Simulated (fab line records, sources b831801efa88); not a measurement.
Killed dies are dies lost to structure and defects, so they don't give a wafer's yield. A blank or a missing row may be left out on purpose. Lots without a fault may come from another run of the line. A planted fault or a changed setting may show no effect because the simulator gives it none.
fab line records | flow sky130
record lots=10 wafers=30 last_day=51
route steps=708 shown SD_N@354 LI_CONTACT@383 LOCAL_INTERCONNECT@400 PAD_OPEN@708
lots that met no fault: from a run of the same line without faults
start_h: hours from the record's first day to the start of the lot's first wafer shown | wait_h: hours since the lot's step before | " the same as in the row above | L1.1+2: a row that stands for several wafers | - no value, or no start given | * or withheld: withheld | < > ~ a bound
route shown NAME@n: a module of which the file shows steps, and the number in the route of the first | usual: mean/standard deviation of fault-free wafers | same: alike in all rows | chamber/n: place in a boat | sites: the reading at each site | _std_site: their standard deviation | _edge_site: outer sites' mean less inner sites' | radius_mm: how far each site lies from the wafer's centre | mask NAME#n: copy n | behind: the tool/chamber that last shaped the wafer | hold: why the lot was held/for how many hours/how that ended | device: the transistor (n, p or np) that didn't switch | end of line: the same wafers' tests at the end of the route | a step without rows: its recipe alone | killed: dies lost to structure and defects at the first sort, not the wafer's yield | map: a wafer's dies, x killed, . not, _ none there
set.NAME: the setting as run; set.NAME@STEP: as run at that earlier step | model.NAME: the simulator's own value behind a step, which no gauge read
steps of the route over a sample of lots; a table a step, a row a wafer
services: from which hour (start_h, from the record's first day; less than 0 if before it) a tool's chamber was out of use, for how many hours, and why
## steps
# step SKY_SD_N_TW_MEAS_12
# usual SD_N_TW=3977/30
# columns lot.wafer tool chamber start_h wait_h SD_N_TW
L814.1 film_metro-01 - 644.11 0.1 3969
L814.2 " - " " 3992
L814.4 " - " " 3987
L815.1 film_metro-02 - 666.74 0.1 3939
L815.4 " - " " 3959
L815.5 " - " " 3912
L822.2 film_metro-01 - 721.47 0.1 4004
L822.3 " - " " 3980
L822.6 " - " " 3990
L825.1 film_metro-02 - 743.83 0.1 3916
L825.2 " - " " 3929
L825.5 " - " " 3909
L831.1 film_metro-04 - 816.26 0.1 3997
L831.4 " - " " 4006
L831.6 " - " " 3954
L832.1 film_metro-02 - 820.63 0.1 3974
L832.2 " - " " 3965
L832.6 " - " " 3958
L833.1 film_metro-01 - 826.76 0.1 3973
L833.2 " - " " 3935
L833.3 " - " " 3948
L834.2 film_metro-02 - 830.34 0.1 3937
L834.4 " - " " 3936
L834.6 " - " " 3951
L835.4 film_metro-04 - 837.92 0.1 4009
L835.5 " - " " 4023
L835.6 " - " " 4028
L837.2 film_metro-04 - 841.30 0.1 3984
L837.4 " - " " 4002
L837.5 " - " " 3996
# step SKY_SD_N_RTA_14
# recipe temp_c=1075 time_s=2 idle_temp_c=650 ramp_up_c_per_s=150 ramp_down_c_per_s=90 ambient=N2
# usual anneal_temp_c_max=1081.6/2 lamp_power_pct=15.73/0.057 wafer_temp_C_max=1078.0/1.3
# columns lot.wafer tool chamber start_h wait_h anneal_temp_c_max lamp_power_pct wafer_temp_C_max
L814.1 rtp_anneal-01 0 644.24 0.0 1080.9 15.79 1076.7
L814.2 " 0 " " 1078.8 15.69 1075.9
L814.4 " 0 " " 1080.3 15.69 1078.0
L815.1 rtp_anneal-02 0 666.85 0.0 1081.3 15.72 1077.1
L815.4 " 0 " " 1081.4 15.72 1079.2
L815.5 " 0 " " 1082.7 15.68 1077.6
L822.2 rtp_anneal-01 0 721.58 0.0 1079.2 15.81 1076.4
L822.3 " 0 " " 1080.0 15.72 1076.8
L822.6 " 0 " " 1079.3 15.76 1078.4
L825.1 rtp_anneal-01 0 743.95 0.0 1078.8 15.61 1078.2
L825.2 " 0 " " 1079.8 15.65 1076.3
L825.5 " 0 " " 1079.7 15.71 1080.2
L831.1 rtp_anneal-02 0 816.37 0.0 1085.8 15.79 1078.2
L831.4 " 0 " " 1083.6 15.79 1078.0
L831.6 " 0 " " 1083.9 15.75 1076.2
L832.1 rtp_anneal-02 0 820.75 0.0 1080.6 15.74 1080.2
L832.2 " 0 " " 1081.6 15.76 1078.9
L832.6 " 0 " " 1084.0 15.75 1076.9
L833.1 rtp_anneal-01 0 826.87 0.0 1078.7 15.74 1079.3
L833.2 " 0 " " 1079.1 15.67 1078.5
L833.3 " 0 " " 1078.9 15.71 1078.6
L834.2 rtp_anneal-02 0 830.45 0.0 1083.3 15.69 1077.0
L834.4 " 0 " " 1083.7 15.77 1078.0
L834.6 " 0 " " 1084.7 15.66 1075.8
L835.4 rtp_anneal-02 0 838.03 0.0 1083.2 15.68 1075.4
L835.5 " 0 " " 1085.5 15.67 1076.3
L835.6 " 0 " " 1085.8 15.68 1079.7
L837.2 rtp_anneal-01 0 841.41 0.0 1079.1 15.74 1081.3
L837.4 " 0 " " 1080.3 15.72 1078.3
L837.5 " 0 " " 1080.6 15.81 1075.6
# step SKY_LI_CONTACT_CVD_21
# recipe material=W target_thk_nm=400 time_s=120.56 temp_c=400 pressure_torr=40
# usual heater_power_w=783/53
# columns lot.wafer tool chamber start_h wait_h heater_power_w
L814.1 cvd_w-02 1 675.91 0.0 825
L814.2 " 0 " " 745
L814.4 " 1 " " 828
L815.1 cvd_w-01 0 696.99 0.0 706
L815.4 " 1 " " 785
L815.5 " 1 " " 804
L822.2 cvd_w-01 1 751.02 0.0 784
L822.3 " 1 " " 796
L822.6 " 1 " " 798
L825.1 cvd_w-01 1 774.90 0.0 789
L825.2 " 0 " " 708
L825.5 " 1 " " 815
L831.1 cvd_w-02 1 844.05 0.0 855
L831.4 " 1 " " 839
L831.6 " 1 " " 834
L832.1 cvd_w-02 1 849.34 0.0 844
L832.2 " 1 " " 821
L832.6 " 1 " " 819
L833.1 cvd_w-02 1 855.04 0.0 855
L833.2 " 1 " " 852
L833.3 " 1 " " 826
L834.2 cvd_w-02 0 858.07 0.0 771
L834.4 " 0 " " 765
L834.6 " 1 " " 832
L835.4 cvd_w-01 0 865.76 0.1 731
L835.5 " 0 " " 719
L835.6 " 1 " " 828
L837.2 cvd_w-02 1 868.84 0.0 865
L837.4 " 1 " " 871
L837.5 " 1 " " 863
# step SKY_LI_CONTACT_RS_MEAS_22
# recipe thk_meas_gauge=four-point-probe reads=W_of_LI_CONTACT_CVD_21+TiN_of_LI_CONTACT_SPUTTER_20+Ti_of_LI_CONTACT_SPUTTER_19
# usual LI_CONTACT_W_RS=0.290/0.0031
# columns lot.wafer tool chamber start_h wait_h hold LI_CONTACT_W_RS[ohm/sq]
L814.1 film_metro-01 - 676.04 0.1 - 0.284
L814.2 " - " " - 0.286
L814.4 " - " " - 0.283
L815.1 film_metro-04 - 697.12 0.1 - 0.297
L815.4 " - " " - 0.293
L815.5 " - " " - 0.293
L822.2 film_metro-02 - 751.16 0.1 await_dispo/0.2h/release 0.259
L822.3 " - " " await_dispo/0.2h/release 0.259
L822.6 " - " " await_dispo/0.2h/release 0.293
L822.2 film_metro-02 - 751.45 0.3 - 0.260
L822.3 " - " " - 0.260
L822.6 " - " " - 0.293
L825.1 film_metro-04 - 775.03 0.1 await_dispo/0.2h/release 0.291
L825.2 " - " " await_dispo/0.2h/release 0.258
L825.5 " - " " await_dispo/0.2h/release 0.255
L825.1 film_metro-04 - 775.31 0.3 - 0.291
L825.2 " - " " - 0.258
L825.5 " - " " - 0.255
L831.1 film_metro-02 - 844.30 0.2 - 0.288
L831.4 " - " " - 0.292
L831.6 " - " " - 0.286
L832.1 film_metro-02 - 849.59 0.2 - 0.289
L832.2 " - " " - 0.291
L832.6 " - " " - 0.288
L833.1 film_metro-02 - 855.29 0.2 - 0.290
L833.2 " - " " - 0.288
L833.3 " - " " - 0.290
L834.2 film_metro-02 - 858.21 0.1 - 0.285
L834.4 " - " " - 0.288
L834.6 " - " " - 0.290
L835.4 film_metro-01 - 865.90 0.1 - 0.291
L835.5 " - " " - 0.294
L835.6 " - " " - 0.288
L837.2 film_metro-02 - 868.98 0.1 - 0.288
L837.4 " - " " - 0.286
L837.5 " - " " - 0.288
# step SKY_LI_CONTACT_THK_MEAS_23
# recipe thk_meas_gauge=xrf reads=W_of_LI_CONTACT_CVD_21
# usual LI_CONTACT_W_THK=386/4.5
# columns lot.wafer tool chamber start_h wait_h hold LI_CONTACT_W_THK[nm]
L814.1 film_metro-01 - 676.16 0.1 - 395
L814.2 " - " " - 392
L814.4 " - " " - 399
L815.1 film_metro-04 - 697.24 0.1 - 376
L815.4 " - " " - 378
L815.5 " - " " - 382
L822.2 film_metro-02 - 752.75 1.3 await_dispo/0.2h/release 436
L822.3 " - " " await_dispo/0.2h/release 434
L822.6 " - " " await_dispo/0.2h/release 387
L822.2 film_metro-02 - 752.98 0.2 - 433
L822.3 " - " " - 433
L822.6 " - " " - 387
L825.1 film_metro-04 - 777.75 2.4 await_dispo/0.2h/release 386
L825.2 " - " " await_dispo/0.2h/release 435
L825.5 " - " " await_dispo/0.2h/release 439
L825.1 film_metro-04 - 777.97 0.2 - 387
L825.2 " - " " - 435
L825.5 " - " " - 437
L831.1 film_metro-02 - 844.42 0.1 - 387
L831.4 " - " " - 384
L831.6 " - " " - 388
L832.1 film_metro-02 - 849.71 0.1 - 385
L832.2 " - " " - 382
L832.6 " - " " - 385
L833.1 film_metro-02 - 855.41 0.1 - 384
L833.2 " - " " - 384
L833.3 " - " " - 383
L834.2 film_metro-02 - 858.32 0.1 - 389
L834.4 " - " " - 387
L834.6 " - " " - 381
L835.4 film_metro-01 - 865.99 0.1 - 383
L835.5 " - " " - 385
L835.6 " - " " - 388
L837.2 film_metro-02 - 869.09 0.1 - 391
L837.4 " - " " - 391
L837.5 " - " " - 387
# step SKY_LI_CONTACT_CMP_24
# recipe stop_on=PSG t_overpolish_s=20 down_force_psi=3.5 platen_rpm=60 target_thk_nm=0 pad_velocity_m_s=0.94248
# usual motor_current_A=11.3/1.9 time_to_endpoint_s=95/3.4
# columns lot.wafer tool chamber start_h wait_h hold motor_current_A time_to_endpoint_s
L814.4 cmp-01 2 676.26 0.1 - 14.0 92
L814.2 " 3 " " - 9.1 91
L814.1 " 1 " " - 12.5 97
L815.1 cmp-01 0 697.35 0.1 - 10.8 92
L815.4 " 2 " " - 14.2 92
L815.5 " 3 " " - 9.4 93
L822.2 cmp-01 2 763.49 10.5 await_dispo/10.2h/release 13.8 106
L822.3 " 3 " " await_dispo/10.2h/release 8.8 105
L822.6 " 2 " " await_dispo/10.2h/release 14.2 91
L825.2 cmp-01 0 780.38 2.4 await_dispo/1.8h/release 11.0 106
L825.1 " 1 " " await_dispo/1.8h/release 12.3 102
L825.5 " 3 " " await_dispo/1.8h/release 8.8 112
L831.1 cmp-01 0 844.53 0.1 - 10.7 91
L831.4 " 2 " " - 14.4 91
L831.6 " 0 " " - 11.0 93
L832.2 cmp-01 2 849.82 0.1 - 14.7 92
L832.1 " 3 " " - 8.8 92
L832.6 " 2 " " - 15.0 91
L833.3 cmp-02 1 855.52 0.1 - 12.4 101
L833.1 " 2 " " - 11.1 99
L833.2 " 3 " " - 10.0 102
L834.2 cmp-01 1 858.47 0.1 - 12.2 98
L834.4 " 2 " " - 14.3 92
L834.6 " 3 " " - 9.5 94
L835.4 cmp-01 1 866.17 0.2 - 12.0 98
L835.6 " 2 " " - 14.5 92
L835.5 " 3 " " - 8.9 92
L837.4 cmp-01 0 869.19 0.1 - 10.8 91
L837.2 " 2 " " - 14.6 91
L837.5 " 0 " " - 10.5 93
# step SKY_LOCAL_INTERCONNECT_ETCH_13
# recipe chemistry=N2/H2 target=BARC ion_energy_ev=200 bias_w=100 pressure_mtorr=30 n2_flow_sccm=100 h2_flow_sccm=200 icp_w=500 stop_on=SiO2 time_s=45.9 target_depth_a=600
# usual drypump_motor_current_A=5.5/0.47 oes_product_au=0.854/0.0043 throttle_valve_pct=13.226/0.0091
# columns lot.wafer tool chamber start_h wait_h drypump_motor_current_A oes_product_au rf_hours_counter_h throttle_valve_pct
L814.1 rie_metal-01 0 705.23 0.0 5.1 0.853 11 13.229
L814.2 " 1 " " 6.1 0.853 2 13.231
L814.4 " 0 " " 5.1 0.854 - 13.213
L815.1 rie_metal-04 1 725.93 0.0 4.8 0.861 5 13.223
L815.4 " 1 " " 4.8 0.861 - 13.241
L815.5 " 0 " " 5.8 0.857 - 13.209
L822.2 rie_metal-01 0 779.09 0.0 5.1 0.853 14 13.212
L822.3 " 0 " " 5.1 0.853 - 13.201
L822.6 " 1 " " 6.1 0.859 - 13.226
L825.1 rie_metal-01 0 802.83 0.0 5.1 0.846 0 13.201
L825.2 " 1 " " 6.2 0.861 5 13.213
L825.5 " 0 " " 5.1 0.848 - 13.209
L831.1 rie_metal-02 1 871.73 0.0 5.2 0.849 4 13.218
L831.4 " 1 " " 5.3 0.855 - 13.229
L831.6 " 1 " " 5.3 0.858 - 13.218
L832.1 rie_metal-01 1 876.28 0.0 6.1 0.852 7 13.225
L832.2 " 0 " " 5.1 0.850 4 13.222
L832.6 " 0 " " 5.1 0.852 - 13.222
L833.1 rie_metal-01 1 882.46 0.0 6.1 0.856 7 13.230
L833.2 " 0 " " 5.1 0.853 4 13.238
L833.3 " 1 " " 6.2 0.853 - 13.235
L834.2 rie_metal-04 1 885.58 0.0 4.8 0.847 11 13.227
L834.4 " 1 " " 4.8 0.848 - 13.222
L834.6 " 0 " " 5.8 0.857 - 13.225
L835.4 rie_metal-02 1 892.35 0.1 5.3 0.853 - 13.210
L835.5 " 1 " " 5.3 0.853 - 13.248
L835.6 " 1 " " 5.3 0.859 - 13.222
L837.2 rie_metal-02 1 895.20 0.0 5.3 0.860 - 13.230
L837.4 " 1 " " 5.3 0.852 - 13.228
L837.5 " 1 " " 5.3 0.852 - 13.234
# step SKY_PAD_OPEN_PROBE_99
# usual killed_at_M0_to_M3=44/7.4 killed_at_M4_up=3.1/1.8 killed_at_contacts=25/6 killed_at_front_end=15/4.4 killed_at_other=0.3/0.49 killed_dies=88/10 killed_open=48/7.4 killed_short=39/6.3
# same gross_dies=492 killed_at_back_side=0
# columns lot.wafer tool chamber start_h wait_h killed_at_M0_to_M3 killed_at_M4_up killed_at_contacts killed_at_front_end killed_at_other killed_dies killed_open killed_short
L814.1 prober-02 - 1078.52 0.1 41 1 37 17 0 96 57 39
L814.2 prober-02 - 1078.57 0.1 45 1 24 10 0 80 52 28
L814.4 prober-02 - 1078.67 0.2 47 4 21 18 0 90 51 39
L815.1 prober-01 - 1097.90 0.1 45 3 28 20 0 96 54 42
L815.4 prober-01 - 1098.05 0.2 38 5 28 25 0 96 53 43
L815.5 prober-01 - 1098.10 0.2 50 7 32 20 0 109 56 53
L822.2 prober-02 - 1135.00 0.1 41 2 26 18 1 88 58 30
L822.3 prober-02 - 1135.05 0.2 55 5 29 17 1 107 58 49
L822.6 prober-02 - 1135.20 0.2 46 3 25 13 1 88 40 48
L825.1 prober-02 - 1152.61 0.1 40 1 24 13 0 78 42 36
L825.2 prober-02 - 1152.66 0.1 39 5 30 8 0 82 58 24
L825.5 prober-02 - 1152.81 0.2 39 4 28 17 0 88 48 39
L831.1 prober-01 - 1199.16 0.1 47 2 30 24 0 103 60 43
L831.4 prober-01 - 1199.31 0.2 38 4 14 15 0 71 33 38
L831.6 prober-01 - 1199.41 0.2 42 4 33 20 0 99 56 42
L832.1 prober-02 - 1202.13 0.1 56 6 18 21 0 101 52 47
L832.2 prober-02 - 1202.18 0.1 40 0 38 11 0 89 57 32
L832.6 prober-02 - 1202.38 0.2 37 2 31 15 0 85 47 38
L833.1 prober-01 - 1207.12 0.1 49 0 28 13 1 91 51 40
L833.2 prober-01 - 1207.17 0.1 39 1 25 23 1 89 52 37
L833.3 prober-01 - 1207.22 0.2 35 2 24 9 0 70 34 36
L834.2 prober-02 - 1207.86 0.1 48 6 19 16 2 91 53 37
L834.4 prober-02 - 1207.96 0.2 54 2 31 20 1 108 47 60
L834.6 prober-02 - 1208.06 0.2 50 4 15 14 1 84 43 39
L835.4 prober-02 - 1213.40 0.2 44 5 19 13 0 81 37 44
L835.5 prober-02 - 1213.45 0.2 39 1 28 19 0 87 54 33
L835.6 prober-02 - 1213.50 0.2 46 2 21 18 0 87 50 37
L837.2 prober-01 - 1214.10 0.1 36 2 27 20 0 85 43 42
L837.4 prober-01 - 1214.20 0.2 38 2 25 15 0 80 40 40
L837.5 prober-01 - 1214.25 0.2 47 2 41 16 0 106 72 34
# killed by level:class
L814.1 CONTACT:geometric_particle:open=14 VIA1:geometric_particle:open=12 METAL1:geometric_particle:short=8 FIELD_ISO:geometric_particle:short=7 VIA3:geometric_particle:open=7 LI_CONTACT:geometric_particle:open=6 LOCAL_INTERCONNECT:geometric_particle:short=6 FIELD_ISO:geometric_particle:open=4
L814.2 VIA1:geometric_particle:open=12 VIA3:geometric_particle:open=10 LI_CONTACT:geometric_particle:open=8 CONTACT:geometric_particle:open=8 METAL2:geometric_particle:short=8 VIA2:geometric_particle:open=6 CONTACT:geometric_particle:short=4 FIELD_ISO:geometric_particle:open=3
L814.4 VIA1:geometric_particle:open=10 CONTACT:geometric_particle:open=9 VIA2:geometric_particle:open=7 LI_CONTACT:geometric_particle:open=7 VIA3:geometric_particle:open=7 METAL2:geometric_particle:short=6 METAL1:geometric_particle:short=5 FIELD_ISO:geometric_particle:open=4
L815.1 POLY_GATE:geometric_particle:open=10 LI_CONTACT:geometric_particle:open=9 VIA1:geometric_particle:open=9 METAL2:geometric_particle:short=8 CONTACT:geometric_particle:open=8 VIA2:geometric_particle:open=7 LOCAL_INTERCONNECT:geometric_particle:short=6 VIA2:geometric_particle:short=6
L815.4 VIA1:geometric_particle:open=10 LOCAL_INTERCONNECT:geometric_particle:short=9 VIA3:geometric_particle:open=9 FIELD_ISO:geometric_particle:open=8 FIELD_ISO:geometric_particle:short=7 CONTACT:geometric_particle:open=6 CONTACT:geometric_particle:short=5 VIA2:geometric_particle:short=5
L815.5 CONTACT:geometric_particle:short=11 VIA1:geometric_particle:open=11 FIELD_ISO:geometric_particle:open=7 CONTACT:geometric_particle:open=7 VIA2:geometric_particle:open=7 VIA3:geometric_particle:open=7 LOCAL_INTERCONNECT:geometric_particle:short=6 VIA1:geometric_particle:short=5
L822.2 CONTACT:geometric_particle:open=17 VIA1:geometric_particle:open=12 FIELD_ISO:geometric_particle:open=6 VIA1:geometric_particle:short=6 POLY_GATE:geometric_particle:open=5 METAL1:geometric_particle:short=5 CONTACT:geometric_particle:short=4 METAL2:geometric_particle:short=4
L822.3 CONTACT:geometric_particle:open=11 LI_CONTACT:geometric_particle:open=10 VIA1:geometric_particle:open=10 VIA3:geometric_particle:open=9 METAL1:geometric_particle:short=7 VIA1:geometric_particle:short=7 METAL2:geometric_particle:short=7 VIA2:geometric_particle:open=7
L822.6 VIA1:geometric_particle:open=10 METAL2:geometric_particle:short=8 LI_CONTACT:geometric_particle:open=7 VIA1:geometric_particle:short=7 VIA3:geometric_particle:open=7 LOCAL_INTERCONNECT:geometric_particle:short=6 POLY_GATE:geometric_particle:open=4 CONTACT:geometric_particle:short=4
L825.1 LI_CONTACT:geometric_particle:open=9 METAL2:geometric_particle:short=9 VIA1:geometric_particle:open=9 CONTACT:geometric_particle:open=6 VIA2:geometric_particle:open=5 CONTACT:geometric_particle:short=4 VIA1:geometric_particle:short=4 VIA3:geometric_particle:open=4
L825.2 VIA1:geometric_particle:open=16 CONTACT:geometric_particle:open=15 LI_CONTACT:geometric_particle:open=9 VIA3:geometric_particle:open=6 CONTACT:geometric_particle:short=4 METAL2:geometric_particle:short=4 METAL1:geometric_particle:short=3 VIA1:geometric_particle:short=3
L825.5 VIA1:geometric_particle:open=18 LOCAL_INTERCONNECT:geometric_particle:short=9 FIELD_ISO:geometric_particle:open=7 CONTACT:geometric_particle:open=7 VIA1:geometric_particle:short=6 LI_CONTACT:geometric_particle:open=5 METAL2:geometric_particle:short=4 POLY_GATE:geometric_particle:short=3
L831.1 VIA1:geometric_particle:open=13 LI_CONTACT:geometric_particle:open=11 CONTACT:geometric_particle:open=9 POLY_GATE:geometric_particle:short=8 POLY_GATE:geometric_particle:open=7 FIELD_ISO:geometric_particle:open=6 METAL3:geometric_particle:short=6 VIA3:geometric_particle:open=6
L831.4 VIA3:geometric_particle:open=9 VIA1:geometric_particle:open=7 POLY_GATE:geometric_particle:short=6 CONTACT:geometric_particle:open=6 METAL4:geometric_particle:short=4 VIA1:geometric_particle:short=4 METAL3:geometric_particle:short=4 FIELD_ISO:geometric_particle:short=3
L831.6 CONTACT:geometric_particle:open=12 VIA1:geometric_particle:open=12 LI_CONTACT:geometric_particle:open=9 METAL2:geometric_particle:short=7 FIELD_ISO:geometric_particle:open=6 VIA3:geometric_particle:open=5 CONTACT:geometric_particle:short=5 METAL1:geometric_particle:short=5
L832.1 VIA1:geometric_particle:open=10 VIA2:geometric_particle:open=10 FIELD_ISO:geometric_particle:short=7 FIELD_ISO:geometric_particle:open=7 CONTACT:geometric_particle:open=7 VIA1:geometric_particle:short=7 CONTACT:geometric_particle:short=6 METAL1:geometric_particle:short=5
L832.2 LI_CONTACT:geometric_particle:open=14 CONTACT:geometric_particle:open=9 VIA2:geometric_particle:open=9 VIA1:geometric_particle:open=9 CONTACT:geometric_particle:short=7 VIA3:geometric_particle:open=7 METAL1:geometric_particle:short=7 POLY_GATE:geometric_particle:open=4
L832.6 CONTACT:geometric_particle:open=10 VIA2:geometric_particle:open=9 CONTACT:geometric_particle:short=8 LI_CONTACT:geometric_particle:open=7 VIA3:geometric_particle:open=7 METAL2:geometric_particle:short=5 VIA1:geometric_particle:open=5 POLY_GATE:geometric_particle:short=4
L833.1 VIA1:geometric_particle:open=9 CONTACT:geometric_particle:open=9 VIA2:geometric_particle:open=8 METAL2:geometric_particle:short=7 CONTACT:geometric_particle:short=6 LI_CONTACT:geometric_particle:short=5 LI_CONTACT:geometric_particle:open=5 METAL1:geometric_particle:short=5
L833.2 CONTACT:geometric_particle:open=14 VIA1:geometric_particle:open=10 POLY_GATE:geometric_particle:open=8 VIA2:geometric_particle:open=6 METAL2:geometric_particle:short=5 POLY_GATE:geometric_particle:short=4 LI_CONTACT:geometric_particle:open=4 LOCAL_INTERCONNECT:geometric_particle:short=4
L833.3 METAL1:geometric_particle:short=10 LI_CONTACT:geometric_particle:open=9 CONTACT:geometric_particle:open=9 METAL2:geometric_particle:short=6 VIA1:geometric_particle:open=6 POLY_GATE:geometric_particle:open=4 VIA1:geometric_particle:short=3 METAL3:geometric_particle:short=3
L834.2 VIA1:geometric_particle:open=10 VIA2:geometric_particle:open=9 LI_CONTACT:geometric_particle:open=7 CONTACT:geometric_particle:open=7 METAL1:geometric_particle:short=6 VIA1:geometric_particle:short=6 FIELD_ISO:geometric_particle:open=5 METAL4:geometric_particle:short=5
L834.4 VIA1:geometric_particle:short=11 LOCAL_INTERCONNECT:geometric_particle:short=8 CONTACT:geometric_particle:open=8 VIA1:geometric_particle:open=7 POLY_GATE:geometric_particle:short=7 METAL2:geometric_particle:short=7 LI_CONTACT:geometric_particle:open=5 VIA2:geometric_particle:short=4
L834.6 VIA1:geometric_particle:open=9 VIA3:geometric_particle:open=7 METAL1:geometric_particle:short=7 VIA2:geometric_particle:open=7 FIELD_ISO:geometric_particle:open=6 VIA1:geometric_particle:short=6 CONTACT:geometric_particle:open=5 LOCAL_INTERCONNECT:geometric_particle:short=4
L835.4 VIA1:geometric_particle:short=9 VIA1:geometric_particle:open=8 LI_CONTACT:geometric_particle:open=6 CONTACT:geometric_particle:short=5 CONTACT:geometric_particle:open=5 VIA2:geometric_particle:open=5 VIA3:geometric_particle:open=5 METAL2:geometric_particle:short=4
L835.5 LI_CONTACT:geometric_particle:open=12 VIA2:geometric_particle:open=11 VIA1:geometric_particle:open=9 POLY_GATE:geometric_particle:open=5 POLY_GATE:geometric_particle:short=5 CONTACT:geometric_particle:open=5 METAL2:geometric_particle:short=5 VIA3:geometric_particle:open=4
L835.6 VIA1:geometric_particle:open=12 CONTACT:geometric_particle:open=11 METAL1:geometric_particle:short=6 METAL2:geometric_particle:short=6 FIELD_ISO:geometric_particle:open=5 LI_CONTACT:geometric_particle:open=5 VIA1:geometric_particle:short=5 VIA2:geometric_particle:short=5
L837.2 CONTACT:geometric_particle:open=13 LI_CONTACT:geometric_particle:open=9 FIELD_ISO:geometric_particle:short=7 METAL1:geometric_particle:short=7 METAL3:geometric_particle:short=7 METAL2:geometric_particle:short=6 POLY_GATE:geometric_particle:short=5 VIA2:geometric_particle:open=5
L837.4 VIA1:geometric_particle:open=11 CONTACT:geometric_particle:open=9 CONTACT:geometric_particle:short=7 VIA2:geometric_particle:open=6 POLY_GATE:geometric_particle:short=5 METAL1:geometric_particle:short=5 VIA1:geometric_particle:short=5 LI_CONTACT:geometric_particle:short=4
L837.5 CONTACT:geometric_particle:open=19 LI_CONTACT:geometric_particle:open=13 VIA1:geometric_particle:open=12 VIA2:geometric_particle:open=7 VIA3:geometric_particle:open=6 FIELD_ISO:geometric_particle:open=4 CONTACT:geometric_particle:short=4 VIA1:geometric_particle:short=4
## services
# columns tool chamber start_h hours kind
cmp-02 - 639.32 33.1 repair
rie_metal-02 - 657.89 1.6 repair
cvd_w-01 - 660.27 0.8 repair
rie_metal-02 1 666.97 21.6 repair
rie_metal-01 - 689.72 0.7 repair
rie_metal-02 0 718.64 4.6 repair
cmp-01 - 741.06 4.6 pm
cmp-01 - 747.75 0.6 repair
cvd_w-02 - 750.53 1.5 repair
rtp_anneal-01 - 760.70 60.4 pm
cvd_w-02 - 766.68 3.2 repair
cvd_w-02 - 769.83 4.3 pm
cmp-01 - 777.48 1.3 repair
cmp-01 - 780.97 1.6 repair
rie_metal-02 0 802.16 16.8 repair
cvd_w-02 0 813.04 42.2 repair
rie_metal-02 - 822.78 1.4 pm
rie_metal-01 1 845.90 17.6 repair
rie_metal-02 0 855.72 25.8 repair
cmp-01 - 860.10 0.2 repair
cvd_w-02 - 869.05 0.4 repair
cvd_w-02 - 878.95 0.9 repair
cvd_w-01 1 884.75 4.2 repair
rie_metal-04 - 890.70 0.5 repair
## key
first_sign step=SKY_LI_CONTACT_RS_MEAS_22 reading=visit direction=added
effect step=SKY_LI_CONTACT_RS_MEAS_22 reading=LI_CONTACT_W_RS direction=down sigmas=10 usual=0.290 struck=0.258
effect step=SKY_LI_CONTACT_THK_MEAS_23 reading=visit direction=added
effect step=SKY_LI_CONTACT_THK_MEAS_23 reading=LI_CONTACT_W_THK direction=up sigmas=11 usual=386 struck=436
effect step=SKY_LI_CONTACT_CMP_24 reading=time_to_endpoint_s direction=up sigmas=3.6 usual=* struck=*
met_at SKY_LI_CONTACT_CVD_21
struck_lots L822,L825
struck_wafers L822.2,L822.3,L825.2,L825.5
tester_left_out L822,L825
not_acting_at SKY_SD_N_TW_MEAS_12,SKY_SD_N_RTA_14,SKY_LOCAL_INTERCONNECT_ETCH_13
onset_between 696.99 751.02
fault kind=process_parameter_drift tool=cvd_w-01 chamber=- onset_h=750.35 steps=SKY_LI_CONTACT_CVD_21 channel=target_thk_nm offset=50.95 shape=step end_h=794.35 scope=struck_wafers_only acts_in=these_recipes_only stated=400
# tester_left_out: of these lots the tester's yield and bins aren't shown, on N5 and GAA mostly nor the transistor test; their killed dies are dies lost to structure and defects alone, not to doping, threshold or leakage, so they don't give the yield
